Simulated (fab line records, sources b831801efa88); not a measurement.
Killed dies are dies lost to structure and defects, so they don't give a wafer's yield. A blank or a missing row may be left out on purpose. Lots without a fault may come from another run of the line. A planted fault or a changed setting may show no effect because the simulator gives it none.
Chamber matching | flow sky130 | SKY_VIA3_CMP_02 on cmp-01: 4 sister chambers
The step polishes SiO2. 4 wafers are shown with their chamber, then 11 later ones without.

WAFERS WITH THEIR CHAMBER
wafer  | chamber | motor_current_A (A)
L084.2 | 0       | 14.9
L084.4 | 1       | 12.4
L090.3 | 3       | 11.2
L093.1 | 2       | 12.7

WAFERS WITHOUT THEIR CHAMBER
wafer  | motor_current_A (A)
L093.2 | 15.6
L093.5 | 11.5
L095.1 | 12.1
L095.3 | 12.3
L095.4 | 14.9
L096.1 | 10.9
L096.2 | 15.4
L096.5 | 12.4
L097.2 | 12.1
L097.4 | 15.8
L097.6 | 12.3

WHICH CHAMBER EACH WENT THROUGH
wafer  | from the rows above          | in truth
L093.2 | 0                            | 0
L093.5 | can't be placed: 3 or 1      | 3
L095.1 | can't be placed: 1 or 2 or 3 | 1
L095.3 | can't be placed: 1 or 2      | 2
L095.4 | 0                            | 0
L096.1 | 3                            | 3
L096.2 | 0                            | 0
L096.5 | can't be placed: 1 or 2      | 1
L097.2 | can't be placed: 1 or 2 or 3 | 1
L097.4 | 0                            | 0
L097.6 | can't be placed: 1 or 2      | 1
Placed correctly: 5 of 11. Can't be placed from these rows: 6 (the true chamber is among the candidates in 6). Placed wrongly: 0.
How it was worked out, from the rows above alone: a wafer's distance from a chamber is the root of the sum, over the readings, of the square of ((its reading less the chamber's mean) divided by the reading's scatter). The wafer belongs to the nearest chamber; if the next one is less than 2 further off, it can't be placed. A chamber's mean is the mean of its shown wafers. The scatter: with one shown wafer a chamber, the root of the mean of the squares of how far each hidden wafer lies from its nearest shown one.
